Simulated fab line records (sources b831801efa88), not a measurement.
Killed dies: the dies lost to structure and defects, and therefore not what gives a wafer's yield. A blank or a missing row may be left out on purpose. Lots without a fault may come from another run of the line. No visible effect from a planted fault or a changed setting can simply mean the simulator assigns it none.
Chamber matching | flow sky130 | 4 sister chambers for SKY_VIA1_CMP_24 on cmp-01
The step polishes, stops on SiO2, t overpolish 15 s, target thk 0 nm. 4 wafers are shown with their chamber, then 7 later ones without.

== WAFERS WITH THEIR CHAMBER ==
wafer  | chamber | motor current A (A)
L642.1 | 0       | 8.2
L644.5 | 3       | 9.8
L653.1 | 1       | 12.1
L653.4 | 2       | 11.2

== WAFERS MISSING THEIR CHAMBER ==
wafer  | motor current A (A)
L653.5 | 9.6
L654.1 | 11.9
L654.4 | 7.8
L654.5 | 8.0
L656.1 | 11.3
L656.3 | 9.7
L656.5 | 10.8

== WHICH CHAMBER EACH ONE RAN IN ==
wafer  | from the rows above     | in truth
L653.5 | 3                       | 3
L654.1 | can't be placed: 1 or 2 | 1
L654.4 | 0                       | 0
L654.5 | 0                       | 0
L656.1 | 2                       | 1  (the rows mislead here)
L656.3 | 3                       | 3
L656.5 | 2                       | 2
5 of 7 placed correctly. These rows do not allow placing 1 (true chamber among the candidates in 1). Wrongly placed: 1.
How it was worked out, from the rows above alone: a wafer's distance from a chamber is the root of the sum, over the readings, of the square of ((its reading less the chamber's mean) divided by the reading's scatter). The wafer belongs to the nearest chamber; if the next one is less than 2 further off, it can't be placed. The mean given for a chamber averages the wafers shown for that chamber. The scatter (one wafer shown for each chamber): square how far every hidden wafer sits from the nearest shown wafer, average those squares and take the square root.
